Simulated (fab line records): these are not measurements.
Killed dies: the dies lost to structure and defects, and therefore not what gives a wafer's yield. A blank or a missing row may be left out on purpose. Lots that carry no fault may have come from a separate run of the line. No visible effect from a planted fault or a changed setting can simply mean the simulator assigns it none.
Matching of chambers :: flow sfq line :: SFQ_TRILAYER_I6_CMP_CMP_166 on cmp-01 has 4 sister chambers
The step polishes SiO2. 4 wafers are shown with their chamber, then 9 later ones without.

WAFERS WITH THEIR CHAMBER
wafer: L593.6
chamber: 1
motor current A (A): 9.1

wafer: L599.4
chamber: 0
motor current A (A): 10.1

wafer: L599.5
chamber: 3
motor current A (A): 9.5

wafer: L599.6
chamber: 2
motor current A (A): 11.3

WAFERS WHOSE CHAMBER IS MISSING
wafer: L600.1
motor current A (A): 10.8

wafer: L600.5
motor current A (A): 9.8

wafer: L600.6
motor current A (A): 11.5

wafer: L606.1
motor current A (A): 9.5

wafer: L606.3
motor current A (A): 11.0

wafer: L606.5
motor current A (A): 10.6

wafer: L611.3
motor current A (A): 9.6

wafer: L611.4
motor current A (A): 11.1

wafer: L611.6
motor current A (A): 11.0

WHICH CHAMBER EACH ONE RAN IN
wafer: L600.1
from the rows above: can't be placed: 2 or 0
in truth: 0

wafer: L600.5
from the rows above: can't be placed: 0 or 3 or 1
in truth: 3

wafer: L600.6
from the rows above: 2
in truth: 2

wafer: L606.1
from the rows above: can't be placed: 3 or 1 or 0
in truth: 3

wafer: L606.3
from the rows above: can't be placed: 2 or 0
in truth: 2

wafer: L606.5
from the rows above: can't be placed: 0 or 2 or 3
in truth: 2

wafer: L611.3
from the rows above: can't be placed: 3 or 0 or 1
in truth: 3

wafer: L611.4
from the rows above: 2
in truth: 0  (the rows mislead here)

wafer: L611.6
from the rows above: can't be placed: 2 or 0
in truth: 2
Placed correctly: 1 of 9. These rows do not allow placing 7 (true chamber among the candidates in 7). Number placed wrongly: 1.
How it was worked out, from the rows above alone: a wafer's distance from a chamber is the root of the sum, over the readings, of the square of ((its reading less the chamber's mean) divided by the reading's scatter). If the next closest chamber is less than 2 further off than the closest, the wafer can't be placed; otherwise it belongs to the closest. A chamber's mean is the mean of its shown wafers. The scatter: with one shown wafer a chamber, the root of the mean of the squares of how far each hidden wafer lies from its nearest shown one.
